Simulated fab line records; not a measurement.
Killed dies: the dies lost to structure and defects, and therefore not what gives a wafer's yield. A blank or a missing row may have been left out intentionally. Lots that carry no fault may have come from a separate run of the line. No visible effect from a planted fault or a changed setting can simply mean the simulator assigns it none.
Which tool is to blame? | flow gf180mcu | Sampling: 10 lots, 30 wafers, 4 of 602 route steps

== WHAT THE GAUGES SHOWED, per wafer ==
GF_M3_RS_MEAS_05: uses a four-point probe to measure.
lot  | measured     | on            | M3_ALCU_RS (ohm/sq)
L292 | day 20 17:17 | film-metro-03 | 0.0701 0.0689 0.0698
L294 | day 21 12:07 | film-metro-02 | 0.0719 0.0706 0.0712
L299 | day 23 09:31 | film-metro-02 | 0.0942 0.0940 0.0946
L300 | day 23 21:52 | film-metro-03 | 0.0935 0.0947 0.0960
L304 | day 25 04:44 | film-metro-03 | 0.0686 0.0692 0.0691
L308 | day 26 07:12 | film-metro-02 | 0.0697 0.0703 0.0695
L309 | day 26 15:13 | film-metro-01 | 0.0683 0.0685 0.0679
L311 | day 27 08:15 | film-metro-03 | 0.0696 0.0684 0.0690
L312 | day 27 12:14 | film-metro-01 | 0.0684 0.0700 0.0694
L314 | day 28 01:58 | film-metro-02 | 0.0690 0.0698 0.0697

== EACH LOT AND THE TOOL THAT RAN IT (in order: tool; ch and the chambers of the sampled wafers; start) ==
lot  | GF_M2_METAL_ETCH_16               | GF_V2_CVD_02                    | GF_M3_SPUTTER_02
L292 | rie-metal-04 ch 0,1, day 19 14:12 | pecvd-03 ch 0,1, day 19 15:03   | pvd-sputter-03, day 20 17:10
L294 | rie-metal-01 ch 0,1, day 20 08:17 | pecvd-02 ch 0,1, day 20 09:04   | pvd-sputter-01, day 21 12:01
L299 | rie-metal-02 ch 0,1, day 22 07:41 | pecvd-03 ch 0,1,2, day 22 08:28 | pvd-sputter-01, day 23 09:26
L300 | rie-metal-04 ch 0, day 22 19:10   | pecvd-03 ch 0,1,2, day 22 19:58 | pvd-sputter-01, day 23 21:44
L304 | rie-metal-04 ch 0, day 24 03:20   | pecvd-02 ch 0,1, day 24 04:09   | pvd-sputter-02, day 25 04:38
L308 | rie-metal-02 ch 0,1, day 25 06:23 | pecvd-03 ch 1,2, day 25 07:34   | pvd-sputter-01, day 26 07:05
L309 | rie-metal-02 ch 0,1, day 25 14:29 | pecvd-01 ch 0,1, day 25 15:24   | pvd-sputter-01, day 26 15:06
L311 | rie-metal-01 ch 0,1, day 26 08:44 | pecvd-02 ch 0,1,2, day 26 09:31 | pvd-sputter-01, day 27 08:06
L312 | rie-metal-04 ch 0,1, day 26 12:18 | pecvd-02 ch 0,1, day 26 13:08   | pvd-sputter-01, day 27 12:08
L314 | rie-metal-01 ch 0,1, day 27 02:50 | pecvd-02 ch 1,2, day 27 03:36   | pvd-sputter-01, day 28 01:50
- GF_M2_METAL_ETCH_16: etches the open film in Cl2/BCl3, stops on SiO2, target depth 627.5 nm, time 104.6 s.
- GF_V2_CVD_02: deposits SiO2 from TEOS, target thk 850 nm, time 94.851 s.
- GF_M3_SPUTTER_02: material AlCu, target thk 450 nm, time 23.9 s.

== THE ANSWER, worked out from the rows above alone ==
Rule: the lots themselves supply what counts as usual. Put in order of their means at a reading, lots are off if they are a third of the lots or fewer, leave a main group of 4 or more, and stand apart from it by a gap of 3 or more times the standard deviation of the main group's means; of several such gaps the widest counts. If all means in a main group match to the digits the tables above print for the reading, that group is not used. Also off: a lot with no number at a reading for which 4 or more lots have one. The other lots that the step has rows for count as sound.
Off: L299, L300, seen at GF_M3_RS_MEAS_05 (M3_ALCU_RS). For the main group the mean is 0.0695 ohm/sq and the standard deviation 0.00081.
A tool fits if, at a process step before that reading, it ran every lot that is off, and no sound lot after the first of them. The gauges at GF_M3_RS_MEAS_05 are tried like those tools. Of those tried, none fits.

== WHAT HAD BEEN PUT IN BY THE SIMULATOR ==
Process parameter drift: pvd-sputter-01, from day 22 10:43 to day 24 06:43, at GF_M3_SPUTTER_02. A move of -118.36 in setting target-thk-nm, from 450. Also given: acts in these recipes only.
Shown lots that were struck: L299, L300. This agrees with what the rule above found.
